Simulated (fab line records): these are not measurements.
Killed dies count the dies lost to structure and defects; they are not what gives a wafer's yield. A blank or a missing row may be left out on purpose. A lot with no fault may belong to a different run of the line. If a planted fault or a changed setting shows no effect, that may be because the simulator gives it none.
fab line records ; flow sky130
record: lots: 6; wafers: 18; last_day: 50
route steps=708 shown VIA4@659 METAL5@661 PAD_OPEN@708
lots with no fault: from the same line, run without faults
start_h: the number of hours between the record's first day and the start of the first shown wafer of the lot ; wait_h: hours from the lot's prior step to this one ; " same as the row above ; L1.1+2: a row that stands for several wafers ; - value missing, or start not given ; * or withheld: withheld ; < > ~ a bound
route shown NAME@n: NAME is a module with steps in the file, n the number in the route of the first one ; usual: mean/standard deviation taken from wafers without a fault ; same: alike in all rows ; chamber/n: place in a boat ; sites: each site's reading ; _std_site: the values' standard deviation ; _edge_site: inner sites' mean taken away from outer sites' mean ; radius_mm: for every site, how far away it sits from the centre of the wafer ; mask NAME#n: copy n ; behind: tool/chamber where the wafer was last shaped ; hold: the reason the lot was held/the length of the hold in hours/how it ended ; device: the n, p or np transistor that did not switch ; end of line: at the end of the route, the tests of the same wafers ; a step without rows: its recipe alone ; killed: dies that structure and defects cost at the first sort, which is not the same as the wafer's yield ; map: a wafer's dies, x killed, . not, _ none there
set.NAME: the run value of the setting; set.NAME@STEP: its run value at that earlier step ; model.NAME: the simulator's own value behind a step, which no gauge read
a table for each step, a row for each wafer; lots at some steps of the route
services: from which hour (start_h, from the record's first day; less than 0 if before it) a tool's chamber was out of use, for how many hours, and why
== steps ==
step: SKY_VIA4_THK_MEAS_20
recipe: thk_meas_gauge: xrf; reads: W_of_VIA4_CVD_18
usual: VIA4_W_THK: 514/5.8
lot.wafer;tool;chamber;start_h;wait_h;VIA4_W_THK[nm]
L335.2;film_metro-01;-;1019.89;0.1;511
L335.3;film_metro-01;-;1019.89;0.1;509
L335.4;film_metro-01;-;1019.89;0.1;510
L338.1;film_metro-01;-;1041.96;0.1;520
L338.2;film_metro-01;-;1041.96;0.1;524
L338.5;film_metro-01;-;1041.96;0.1;521
L346.1;film_metro-01;-;1128.13;0.1;514
L346.5;film_metro-01;-;1128.13;0.1;510
L346.6;film_metro-01;-;1128.13;0.1;521
L349.1;film_metro-02;-;1129.31;0.1;516
L349.3;film_metro-02;-;1129.31;0.1;511
L349.4;film_metro-02;-;1129.31;0.1;510
L353.2;film_metro-04;-;1130.59;0.1;516
L353.4;film_metro-04;-;1130.59;0.1;516
L353.5;film_metro-04;-;1130.59;0.1;516
L354.1;film_metro-01;-;1132.08;0.1;506
L354.2;film_metro-01;-;1132.08;0.1;507
L354.4;film_metro-01;-;1132.08;0.1;505
step: SKY_VIA4_CMP_21
recipe: stop_on: SiO2; t_overpolish_s: 25; down_force_psi: 3.5; platen_rpm: 60; target_thk_nm: 0; pad_velocity_m_s: 0.94248
usual: motor_current_A: 11.5/1.2; overpolish_run_s: 25.000/0.0089; platen_rpm: 60.00/0.035; retaining_ring_pressure_frac: 1.000/0.0052; time_to_endpoint_s: 124/4.2
lot.wafer;tool;chamber;start_h;wait_h;motor_current_A;overpolish_run_s;platen_rpm;retaining_ring_pressure_frac;time_to_endpoint_s
L335.4;cmp-01;1;1019.94;0.0;11.0;25.000;60.00;1.008;118
L335.3;cmp-01;3;1019.94;0.0;10.9;24.983;60.00;1.005;120
L335.2;cmp-01;0;1019.94;0.0;12.2;24.999;59.98;0.998;121
L338.1;cmp-02;2;1042.22;0.2;10.1;24.997;59.97;0.997;130
L338.2;cmp-02;3;1042.22;0.2;13.5;25.008;59.98;0.995;124
L338.5;cmp-02;1;1042.22;0.2;11.8;25.010;60.00;1.002;125
L346.1;cmp-02;1;1128.41;0.3;11.9;25.006;60.06;1.009;126
L346.6;cmp-02;3;1128.41;0.3;13.0;25.009;59.96;1.003;127
L346.5;cmp-02;0;1128.41;0.3;10.6;25.006;59.96;1.000;123
L349.4;cmp-02;0;1129.81;0.5;10.6;24.997;60.04;1.002;122
L349.1;cmp-02;1;1129.81;0.5;12.0;24.992;59.99;1.015;116
L349.3;cmp-02;2;1129.81;0.5;10.3;25.009;59.99;1.010;124
L353.4;cmp-01;3;1131.00;0.4;11.2;25.009;60.03;1.001;123
L353.2;cmp-01;2;1131.00;0.4;10.0;25.003;60.05;0.993;123
L353.5;cmp-01;3;1131.00;0.4;10.7;24.997;60.01;0.997;126
L354.4;cmp-01;1;1132.19;0.1;11.1;24.992;59.96;0.998;126
L354.2;cmp-01;2;1132.19;0.1;9.4;25.012;60.04;0.998;123
L354.1;cmp-01;3;1132.19;0.1;11.1;25.006;59.97;1.002;123
step: SKY_METAL5_SPUTTER_00
recipe: material: Ti; target_thk_nm: 15; power_w: 3000; time_s: 10; chamber_pressure_pa: 0.4
usual: chamber_pressure_pa: 0.3999/0.00072; throttle_valve_pct: 30.3/1.1
lot.wafer;tool;chamber;start_h;wait_h;chamber_pressure_pa;throttle_valve_pct
L335.2;pvd_sputter-02;-;1020.24;0.1;0.4011;29.5
L335.3;pvd_sputter-02;-;1020.24;0.1;0.3994;31.7
L335.4;pvd_sputter-02;-;1020.24;0.1;0.4001;31.1
L338.1;pvd_sputter-01;-;1042.42;0.1;0.3990;30.1
L338.2;pvd_sputter-01;-;1042.42;0.1;0.3997;28.8
L338.5;pvd_sputter-01;-;1042.42;0.1;0.4004;29.2
L346.1;pvd_sputter-01;-;1128.61;0.1;0.4006;29.9
L346.5;pvd_sputter-01;-;1128.61;0.1;0.3994;31.3
L346.6;pvd_sputter-01;-;1128.61;0.1;0.3999;29.9
L349.1;pvd_sputter-01;-;1130.11;0.2;0.4015;30.0
L349.3;pvd_sputter-01;-;1130.11;0.2;0.4007;28.9
L349.4;pvd_sputter-01;-;1130.11;0.2;0.4005;31.3
L353.2;pvd_sputter-02;-;1131.30;0.1;0.3993;31.5
L353.4;pvd_sputter-02;-;1131.30;0.1;0.3996;29.6
L353.5;pvd_sputter-02;-;1131.30;0.1;0.3988;29.8
L354.1;pvd_sputter-02;-;1132.44;0.1;0.3999;31.6
L354.2;pvd_sputter-02;-;1132.44;0.1;0.3989;31.1
L354.4;pvd_sputter-02;-;1132.44;0.1;0.3981;29.2
step: SKY_METAL5_SPUTTER_01
recipe: material: TiN; target_thk_nm: 20; power_w: 6500; time_s: 16.7; chamber_pressure_pa: 0.4
step: SKY_METAL5_SPUTTER_02
recipe: material: AlCu; target_thk_nm: 1150; power_w: 10600; time_s: 61.2; chamber_pressure_pa: 0.4
usual: chamber_pressure_pa: 0.3999/0.0009; throttle_valve_pct: 30.3/1
lot.wafer;tool;chamber;start_h;wait_h;chamber_pressure_pa;throttle_valve_pct
L335.2;pvd_sputter-02;-;1020.29;0.0;0.3999;29.7
L335.3;pvd_sputter-02;-;1020.29;0.0;0.3997;31.1
L335.4;pvd_sputter-02;-;1020.29;0.0;0.3991;30.9
L338.1;pvd_sputter-01;-;1042.47;0.0;0.4009;30.2
L338.2;pvd_sputter-01;-;1042.47;0.0;0.4014;29.2
L338.5;pvd_sputter-01;-;1042.47;0.0;0.4009;29.1
L346.1;pvd_sputter-01;-;1128.66;0.0;0.3996;29.9
L346.5;pvd_sputter-01;-;1128.66;0.0;0.3995;31.2
L346.6;pvd_sputter-01;-;1128.66;0.0;0.4003;29.9
L349.1;pvd_sputter-01;-;1130.16;0.0;0.3994;29.9
L349.3;pvd_sputter-01;-;1130.16;0.0;0.4008;29.1
L349.4;pvd_sputter-01;-;1130.16;0.0;0.4017;31.3
L353.2;pvd_sputter-02;-;1131.35;0.0;0.3993;31.6
L353.4;pvd_sputter-02;-;1131.35;0.0;0.4008;29.7
L353.5;pvd_sputter-02;-;1131.35;0.0;0.4011;29.5
L354.1;pvd_sputter-02;-;1132.49;0.0;0.3998;31.3
L354.2;pvd_sputter-02;-;1132.49;0.0;0.4020;31.0
L354.4;pvd_sputter-02;-;1132.49;0.0;0.3995;29.9
step: SKY_METAL5_SPUTTER_03
recipe: material: Ti; target_thk_nm: 5; power_w: 3000; time_s: 3.3; chamber_pressure_pa: 0.4
usual: chamber_pressure_pa: 0.3999/0.00081; throttle_valve_pct: 30.3/1
lot.wafer;tool;chamber;start_h;wait_h;chamber_pressure_pa;throttle_valve_pct
L335.2;pvd_sputter-02;-;1020.34;0.0;0.3998;29.8
L335.3;pvd_sputter-02;-;1020.34;0.0;0.4001;31.4
L335.4;pvd_sputter-02;-;1020.34;0.0;0.3996;31.3
L338.1;pvd_sputter-01;-;1042.52;0.0;0.3996;30.0
L338.2;pvd_sputter-01;-;1042.52;0.0;0.4002;28.9
L338.5;pvd_sputter-01;-;1042.52;0.0;0.4000;28.9
L346.1;pvd_sputter-01;-;1128.71;0.0;0.3998;30.0
L346.5;pvd_sputter-01;-;1128.71;0.0;0.3984;30.9
L346.6;pvd_sputter-01;-;1128.71;0.0;0.3985;29.9
L349.1;pvd_sputter-01;-;1130.21;0.0;0.3991;29.9
L349.3;pvd_sputter-01;-;1130.21;0.0;0.3996;28.9
L349.4;pvd_sputter-01;-;1130.21;0.0;0.4000;31.2
L353.2;pvd_sputter-02;-;1131.40;0.0;0.3995;31.6
L353.4;pvd_sputter-02;-;1131.40;0.0;0.3991;29.6
L353.5;pvd_sputter-02;-;1131.40;0.0;0.3998;29.5
L354.1;pvd_sputter-02;-;1132.54;0.0;0.4002;31.3
L354.2;pvd_sputter-02;-;1132.54;0.0;0.4007;31.0
L354.4;pvd_sputter-02;-;1132.54;0.0;0.3992;29.7
step: SKY_METAL5_SPUTTER_04
recipe: material: TiN; target_thk_nm: 70; power_w: 6500; time_s: 58.3; chamber_pressure_pa: 0.4
usual: chamber_pressure_pa: 0.3999/0.00082; throttle_valve_pct: 30.3/1
lot.wafer;tool;chamber;start_h;wait_h;chamber_pressure_pa;throttle_valve_pct
L335.2;pvd_sputter-02;-;1020.36;0.0;0.4000;29.7
L335.3;pvd_sputter-02;-;1020.36;0.0;0.4001;31.4
L335.4;pvd_sputter-02;-;1020.36;0.0;0.3995;31.0
L338.1;pvd_sputter-01;-;1042.54;0.0;0.4016;30.1
L338.2;pvd_sputter-01;-;1042.54;0.0;0.3981;28.9
L338.5;pvd_sputter-01;-;1042.54;0.0;0.3994;29.3
L346.1;pvd_sputter-01;-;1128.72;0.0;0.3999;30.0
L346.5;pvd_sputter-01;-;1128.72;0.0;0.3988;31.2
L346.6;pvd_sputter-01;-;1128.72;0.0;0.4008;30.1
L349.1;pvd_sputter-01;-;1130.22;0.0;0.4018;29.8
L349.3;pvd_sputter-01;-;1130.22;0.0;0.3994;29.0
L349.4;pvd_sputter-01;-;1130.22;0.0;0.4012;31.3
L353.2;pvd_sputter-02;-;1131.42;0.0;0.4001;31.3
L353.4;pvd_sputter-02;-;1131.42;0.0;0.4011;29.5
L353.5;pvd_sputter-02;-;1131.42;0.0;0.4002;29.6
L354.1;pvd_sputter-02;-;1132.56;0.0;0.3982;31.4
L354.2;pvd_sputter-02;-;1132.56;0.0;0.4000;30.8
L354.4;pvd_sputter-02;-;1132.56;0.0;0.4000;29.6
step: SKY_METAL5_RS_MEAS_05
recipe: thk_meas_gauge: four-point-probe; reads: TiN_of_METAL5_SPUTTER_04+Ti_of_METAL5_SPUTTER_03+AlCu_of_METAL5_SPUTTER_02+TiN_of_METAL5_SPUTTER_01+Ti_of_METAL5_SPUTTER_00
usual: METAL5_ALCU_RS: 0.02714/0.00027
lot.wafer;tool;chamber;start_h;wait_h;METAL5_ALCU_RS[ohm/sq]
L335.2;film_metro-03;-;1020.42;0.0;0.02694
L335.3;film_metro-03;-;1020.42;0.0;0.02713
L335.4;film_metro-03;-;1020.42;0.0;0.02729
L338.1;film_metro-03;-;1042.63;0.1;0.02685
L338.2;film_metro-03;-;1042.63;0.1;0.02714
L338.5;film_metro-03;-;1042.63;0.1;0.02702
L346.1;film_metro-04;-;1128.77;0.0;0.02697
L346.5;film_metro-04;-;1128.77;0.0;0.02753
L346.6;film_metro-04;-;1128.77;0.0;0.02718
L349.1;film_metro-01;-;1130.27;0.0;0.02667
L349.3;film_metro-01;-;1130.27;0.0;0.02713
L349.4;film_metro-01;-;1130.27;0.0;0.02734
L353.2;film_metro-03;-;1131.49;0.0;0.02721
L353.4;film_metro-03;-;1131.49;0.0;0.02707
L353.5;film_metro-03;-;1131.49;0.0;0.02702
L354.1;film_metro-01;-;1132.61;0.0;0.0272
L354.2;film_metro-01;-;1132.61;0.0;0.02698
L354.4;film_metro-01;-;1132.61;0.0;0.02713
step: SKY_METAL5_THK_MEAS_06
recipe: thk_meas_gauge: xrf; reads: AlCu_of_METAL5_SPUTTER_02
usual: METAL5_ALCU_THK: 1170/15
lot.wafer;tool;chamber;start_h;wait_h;METAL5_ALCU_THK[nm]
L335.2;film_metro-03;-;1020.53;0.1;1180
L335.3;film_metro-03;-;1020.53;0.1;1175
L335.4;film_metro-03;-;1020.53;0.1;1164
L338.1;film_metro-03;-;1042.75;0.1;1174
L338.2;film_metro-03;-;1042.75;0.1;1164
L338.5;film_metro-03;-;1042.75;0.1;1165
L346.1;film_metro-04;-;1128.89;0.1;1180
L346.5;film_metro-04;-;1128.89;0.1;1165
L346.6;film_metro-04;-;1128.89;0.1;1179
L349.1;film_metro-01;-;1130.39;0.1;1182
L349.3;film_metro-01;-;1130.39;0.1;1169
L349.4;film_metro-01;-;1130.39;0.1;1155
L353.2;film_metro-03;-;1131.60;0.1;1161
L353.4;film_metro-03;-;1131.60;0.1;1165
L353.5;film_metro-03;-;1131.60;0.1;1172
L354.1;film_metro-01;-;1132.73;0.1;1172
L354.2;film_metro-01;-;1132.73;0.1;1171
L354.4;film_metro-01;-;1132.73;0.1;1173
step: SKY_METAL5_DEHYDRATE_07
recipe: temp_c: 200; time_s: 60
step: SKY_METAL5_HMDS_08
recipe: prime_time_s: 60; prime_temp_c: 120
step: SKY_METAL5_COAT_09
recipe: resist: NOVOLAK; spin_rpm: 3000; resist_thk_nm: 1800
step: SKY_METAL5_SOFTBAKE_10
recipe: temp_c: 90; time_s: 60; resist: NOVOLAK
usual: chill_plate_temp_C: 23.01/0.11; heater_power_total_W: 56.60/0.044; plate_temp_C: 89.99/0.13; resist_line_temp_C: 23.01/0.11
lot.wafer;tool;chamber;start_h;wait_h;chill_plate_temp_C;heater_power_total_W;plate_temp_C;resist_line_temp_C;model.NOVOLAK_of_METAL5_COAT_09.thk_nm
L335.2;litho_track-01;0;1032.89;0.1;23.02;56.64;90.07;23.11;1793
L335.3;litho_track-01;0;1032.89;0.1;23.08;56.64;90.07;23.18;1796
L335.4;litho_track-01;0;1032.89;0.1;23.02;56.63;89.97;23.04;1799
L338.1;litho_track-03;0;1054.28;0.1;23.01;56.60;90.02;22.93;1804
L338.2;litho_track-03;0;1054.28;0.1;22.93;56.62;90.00;22.91;1807
L338.5;litho_track-03;0;1054.28;0.1;22.99;56.61;89.82;22.96;1805
L346.1;litho_track-01;0;1136.92;0.1;23.19;58.61;92.07;22.91;1793
L346.5;litho_track-01;0;1136.92;0.1;23.05;58.54;92.06;23.12;1792
L346.6;litho_track-01;0;1136.92;0.1;23.00;58.48;92.13;22.94;1794
L349.1;litho_track-01;0;1138.97;0.1;22.80;58.51;92.06;22.91;1791
L349.3;litho_track-01;0;1138.97;0.1;22.81;58.45;92.17;22.92;1793
L349.4;litho_track-01;0;1138.97;0.1;22.95;58.37;92.16;23.04;1795
L353.2;litho_track-03;0;1140.65;0.1;22.80;56.55;89.92;22.98;1807
L353.4;litho_track-03;0;1140.65;0.1;22.90;56.59;89.91;23.01;1806
L353.5;litho_track-03;0;1140.65;0.1;22.96;56.65;90.06;22.93;1807
L354.1;litho_track-04;0;1141.90;0.1;23.21;56.60;89.88;23.13;1808
L354.2;litho_track-04;0;1141.90;0.1;23.01;56.53;89.76;23.11;1805
L354.4;litho_track-04;0;1141.90;0.1;23.33;56.62;90.00;23.18;1803
step: SKY_METAL5_EXPOSE_11
recipe: mask_id: MM5; na: 0.6; source_shape: conventional; sigma_outer: 0.6; polarization: unpolarized; target_cd_nm: 1600; dose_mj: 190
step: SKY_METAL5_PEB_12
recipe: temp_c: withheld; time_s: *; resist: NOVOLAK
step: SKY_METAL5_DEVELOP_13
recipe: resist: NOVOLAK; developer: TMAH; develop_time_s: 60; dev_temp_c: 23
step: SKY_METAL5_DESCUM_14
recipe: chemistry: O2; source_power_w: 150; bias_power_w: 0; pressure_mtorr: 10; temp_c: 40; time_s: 11
usual: drypump_motor_current_A: 6.0/0.49; he_backside_leak_sccm: 3.27/0.19; oes_product_au: 1.002/0.0083
lot.wafer;tool;chamber;start_h;wait_h;drypump_motor_current_A;he_backside_leak_sccm;oes_product_au;rf_hours_counter_h;model.NOVOLAK_of_METAL5_COAT_09.thk_nm
L335.2;rie_metal-04;1;1042.32;0.1;5.2;3.24;1.007;11;1782
L335.3;rie_metal-04;0;1042.32;0.1;6.0;3.62;0.992;-;1785
L335.4;rie_metal-04;1;1042.32;0.1;5.2;3.32;1.023;-;1788
L338.1;rie_metal-01;1;1064.52;0.1;6.3;3.26;1.000;21;1793
L338.2;rie_metal-01;1;1064.52;0.1;6.3;3.22;0.988;-;1796
L338.5;rie_metal-01;1;1064.52;0.1;6.3;3.32;0.990;-;1794
L346.1;rie_metal-04;1;1146.22;0.1;5.2;3.16;1.011;17;1783
L346.5;rie_metal-04;1;1146.22;0.1;5.2;3.17;1.014;-;1781
L346.6;rie_metal-04;1;1146.22;0.1;5.2;3.18;1.020;-;1784
L349.1;rie_metal-04;1;1147.90;0.1;5.2;3.21;1.008;18;1781
L349.3;rie_metal-04;1;1147.90;0.1;5.2;3.20;1.000;-;1783
L349.4;rie_metal-04;1;1147.90;0.1;5.2;3.10;1.007;-;1784
L353.2;rie_metal-01;1;1149.22;0.1;6.3;3.31;1.015;29;1797
L353.4;rie_metal-01;0;1149.22;0.1;6.5;3.33;1.008;-;1795
L353.5;rie_metal-01;1;1149.22;0.1;6.4;3.29;1.006;-;1797
L354.1;rie_metal-04;1;1150.17;0.1;5.2;2.95;1.011;19;1797
L354.2;rie_metal-04;1;1150.17;0.1;5.2;2.89;1.006;-;1794
L354.4;rie_metal-04;1;1150.17;0.1;5.2;3.10;1.007;-;1792
step: SKY_METAL5_METAL_ETCH_15
recipe: target_depth_a: 12600; stop_on: SiO2; over_etch_frac: 0.2; time_s: 252; chemistry: Cl2/BCl3; resist_sidewall_deg: 86; pressure_mtorr: 10; icp_w: 900; bias_w: 48.5; Cl2_flow_sccm: 60; bcl3_flow_sccm: 30
step: SKY_PAD_OPEN_PROBE_99
usual: defect_limited_yield: 82.3/2; killed_at_M0_to_M3: 44/7.9; killed_at_M4_up: 3.1/1.9; killed_at_contacts: 24/4.6; killed_at_front_end: 16/4.9; killed_at_other: 0.3/0.6; killed_dies: 87/9.7; killed_open: 48/7.2; killed_short: 39/5.6; sort_bin_3_pad_short: 0.8/0.47; sort_bin_5_function: 10.4/1.5; sort_bin_6_memory: 6.5/1.1; sort_n_pass: 405/9.7; sort_yield_pct: 82.3/2
same: gross_dies: 492; killed_at_back_side: 0; sort_bin_4_leakage[%]: 0; sort_bin_8_speed[%]: 0
lot.wafer;tool;chamber;start_h;wait_h;defect_limited_yield[%];killed_at_M0_to_M3;killed_at_M4_up;killed_at_contacts;killed_at_front_end;killed_at_other;killed_dies;killed_open;killed_short;sort_bin_3_pad_short[%];sort_bin_5_function[%];sort_bin_6_memory[%];sort_n_pass;sort_yield_pct[%]
L335.2;prober-01;-;1088.12;0.1;81.5;54;4;17;16;0;91;47;43;1.0;11.2;6.3;401;81.5
L335.3;prober-01;-;1088.17;0.2;80.9;38;5;28;23;0;94;53;39;0.8;12.0;6.3;398;80.9
L335.4;prober-01;-;1088.22;0.2;82.9;39;5;24;16;0;84;40;43;0.8;10.2;6.1;408;82.9
L338.1;prober-02;-;1110.38;0.1;84.8;33;1;25;16;0;75;39;35;1.2;7.5;6.5;417;84.8
L338.2;prober-02;-;1110.43;0.1;81.7;46;2;25;17;0;90;49;41;1.0;10.2;7.1;402;81.7
L338.5;prober-02;-;1110.58;0.2;80.7;54;3;29;9;0;95;52;43;0.4;11.2;7.7;397;80.7
L346.1;prober-02;-;1187.38;0.1;83.9;37;1;21;20;0;79;34;44;1.2;8.9;5.9;413;83.9
L346.5;prober-02;-;1187.58;0.2;82.5;42;4;16;24;0;86;50;36;0.6;10.8;6.1;406;82.5
L346.6;prober-02;-;1187.63;0.2;80.9;37;2;26;29;0;94;48;44;1.0;12.0;6.1;398;80.9
L349.1;prober-02;-;1190.73;0.1;84.1;40;3;22;13;0;78;40;38;0.8;10.6;4.5;414;84.1
L349.3;prober-02;-;1190.83;0.2;82.5;38;7;23;18;0;86;46;39;1.2;9.1;7.1;406;82.5
L349.4;prober-02;-;1190.88;0.2;81.7;44;4;28;13;1;90;56;33;0.6;10.8;6.9;402;81.7
L354.1;prober-01;-;1191.40;0.1;82.1;42;2;29;15;0;88;59;29;0.6;10.0;7.3;404;82.1
L354.2;prober-01;-;1191.45;0.1;83.1;41;2;28;12;0;83;37;46;1.8;9.1;5.9;409;83.1
L354.4;prober-01;-;1191.55;0.2;83.3;40;1;25;16;0;82;43;39;0.4;10.8;5.5;410;83.3
killed by level:class
L335.2 METAL2:geometric_particle:short=11 VIA1:geometric_particle:open=10 CONTACT:geometric_particle:open=8 LI_CONTACT:geometric_particle:open=7 METAL1:geometric_particle:short=7 VIA2:geometric_particle:open=7 FIELD_ISO:geometric_particle:short=4 FIELD_ISO:geometric_particle:open=4
L335.3 VIA1:geometric_particle:open=15 CONTACT:geometric_particle:open=9 POLY_GATE:geometric_particle:short=8 LI_CONTACT:geometric_particle:open=7 CONTACT:geometric_particle:short=7 LOCAL_INTERCONNECT:geometric_particle:short=5 FIELD_ISO:geometric_particle:short=4 POLY_GATE:geometric_particle:open=4
L335.4 VIA1:geometric_particle:open=8 LI_CONTACT:geometric_particle:open=6 CONTACT:geometric_particle:open=6 VIA1:geometric_particle:short=5 LOCAL_INTERCONNECT:geometric_particle:short=5 METAL1:geometric_particle:short=5 FIELD_ISO:geometric_particle:short=4 POLY_GATE:geometric_particle:short=4
L338.1 CONTACT:geometric_particle:open=9 FIELD_ISO:geometric_particle:short=6 LI_CONTACT:geometric_particle:open=6 METAL1:geometric_particle:short=6 VIA3:geometric_particle:open=6 POLY_GATE:geometric_particle:open=4 METAL2:geometric_particle:short=4 VIA1:geometric_particle:open=4
L338.2 VIA3:geometric_particle:open=11 CONTACT:geometric_particle:open=10 VIA1:geometric_particle:open=10 METAL2:geometric_particle:short=6 LI_CONTACT:geometric_particle:open=5 POLY_GATE:geometric_particle:short=4 LI_CONTACT:geometric_particle:short=4 VIA1:geometric_particle:short=4
L338.5 VIA1:geometric_particle:open=13 CONTACT:geometric_particle:open=12 LI_CONTACT:geometric_particle:open=7 METAL1:geometric_particle:short=7 METAL2:geometric_particle:short=6 VIA2:geometric_particle:open=6 POLY_GATE:geometric_particle:short=4 METAL1:geometric_particle:open=4
L346.1 CONTACT:geometric_particle:open=11 FIELD_ISO:geometric_particle:short=7 VIA1:geometric_particle:open=7 VIA1:geometric_particle:short=5 METAL2:geometric_particle:short=5 POLY_GATE:geometric_particle:short=4 LOCAL_INTERCONNECT:geometric_particle:short=4 VIA2:geometric_particle:short=4
L346.5 VIA1:geometric_particle:open=10 FIELD_ISO:geometric_particle:open=7 METAL2:geometric_particle:short=7 LI_CONTACT:geometric_particle:open=6 POLY_GATE:geometric_particle:open=4 CONTACT:geometric_particle:open=4 METAL1:geometric_particle:short=4 VIA1:geometric_particle:short=4
L346.6 CONTACT:geometric_particle:open=8 FIELD_ISO:geometric_particle:open=7 LI_CONTACT:geometric_particle:open=7 FIELD_ISO:geometric_particle:short=6 POLY_GATE:geometric_particle:short=6 VIA1:geometric_particle:open=6 VIA3:geometric_particle:open=5 VIA2:geometric_particle:open=5
L349.1 VIA1:geometric_particle:open=9 POLY_GATE:geometric_particle:short=7 CONTACT:geometric_particle:open=7 LI_CONTACT:geometric_particle:open=6 VIA1:geometric_particle:short=6 VIA2:geometric_particle:open=6 CONTACT:geometric_particle:short=4 METAL1:geometric_particle:short=4
L349.3 VIA1:geometric_particle:open=12 VIA3:geometric_particle:open=7 POLY_GATE:geometric_particle:open=6 LI_CONTACT:geometric_particle:open=6 CONTACT:geometric_particle:short=6 METAL4:geometric_particle:short=4 POLY_GATE:geometric_particle:short=4 LOCAL_INTERCONNECT:geometric_particle:short=4
L349.4 CONTACT:geometric_particle:open=12 LI_CONTACT:geometric_particle:open=10 VIA1:geometric_particle:open=10 METAL1:geometric_particle:short=6 VIA3:geometric_particle:open=5 POLY_GATE:geometric_particle:open=4 METAL2:geometric_particle:short=4 METAL1:geometric_particle:open=4
L354.1 VIA3:geometric_particle:open=11 CONTACT:geometric_particle:open=10 VIA1:geometric_particle:open=10 LI_CONTACT:geometric_particle:open=7 FIELD_ISO:geometric_particle:open=6 POLY_GATE:geometric_particle:open=5 CONTACT:geometric_particle:short=5 LI_CONTACT:geometric_particle:short=4
L354.2 VIA2:geometric_particle:short=8 LI_CONTACT:geometric_particle:open=7 CONTACT:geometric_particle:short=7 METAL1:geometric_particle:short=7 CONTACT:geometric_particle:open=6 VIA1:geometric_particle:open=6 VIA3:geometric_particle:open=6 LI_CONTACT:geometric_particle:short=5
L354.4 LI_CONTACT:geometric_particle:open=9 CONTACT:geometric_particle:open=8 VIA1:geometric_particle:open=7 VIA3:geometric_particle:short=6 VIA2:geometric_particle:open=6 METAL2:geometric_particle:short=5 FIELD_ISO:geometric_particle:open=4 FIELD_ISO:geometric_particle:short=4
== services ==
tool;chamber;start_h;hours;kind
cmp-02;-;1005.13;1.1;repair
cmp-01;-;1039.67;0.7;repair
rie_metal-04;1;1060.41;4.8;repair
cmp-02;-;1061.47;2.2;repair
cmp-02;-;1084.18;4.0;pm
cmp-02;-;1088.18;-;consumable_replace:conditioner
cmp-02;-;1088.18;-;consumable_replace:pad
cmp-01;-;1101.58;1.4;repair
pvd_sputter-01;-;1114.00;3.4;repair
pvd_sputter-01;0;1125.70;-;consumable_replace:kit
pvd_sputter-01;0;1125.70;18.0;scheduled_down
pvd_sputter-01;0;1125.70;18.0;vent_cycle
cmp-01;-;1129.15;0.5;repair
pvd_sputter-02;3;1132.61;-;consumable_replace:kit
pvd_sputter-02;3;1132.61;18.0;scheduled_down
pvd_sputter-02;3;1132.61;18.0;vent_cycle
rie_metal-01;-;1135.66;0.5;repair
rie_metal-04;0;1143.78;-;clean
rie_metal-04;0;1143.78;-;consumable_replace:focus_ring
rie_metal-04;0;1143.78;11.4;scheduled_down
rie_metal-04;0;1143.78;11.4;vent_cycle
pvd_sputter-01;3;1148.09;-;consumable_replace:kit
pvd_sputter-01;3;1148.09;18.0;scheduled_down
pvd_sputter-01;3;1148.09;18.0;vent_cycle
== key ==
first_sign: step: SKY_METAL5_SOFTBAKE_10; reading: heater_power_total_W; direction: up; sigmas: 43; usual: *; struck: *
effect: step: SKY_METAL5_SOFTBAKE_10; reading: plate_temp_C; direction: up; sigmas: 17; usual: *; struck: *
model_effect: step: SKY_METAL5_SOFTBAKE_10; value: NOVOLAK_of_METAL5_COAT_09.thk_nm; without: 1804; struck: 1793
model_effect: step: SKY_METAL5_DESCUM_14; value: NOVOLAK_of_METAL5_COAT_09.thk_nm; without: 1793; struck: 1783
met_at SKY_METAL5_SOFTBAKE_10
struck_wafers L346.1,L346.5,L346.6,L349.1,L349.3,L349.4
onset_between 1032.89 1136.92
fault: kind: process_parameter_drift; tool: litho_track-01; chamber: -; onset_h: 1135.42; steps: SKY_METAL5_SOFTBAKE_10; channel: temp_c; offset: *; shape: step; end_h: 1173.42; acts_in: *; stated: *
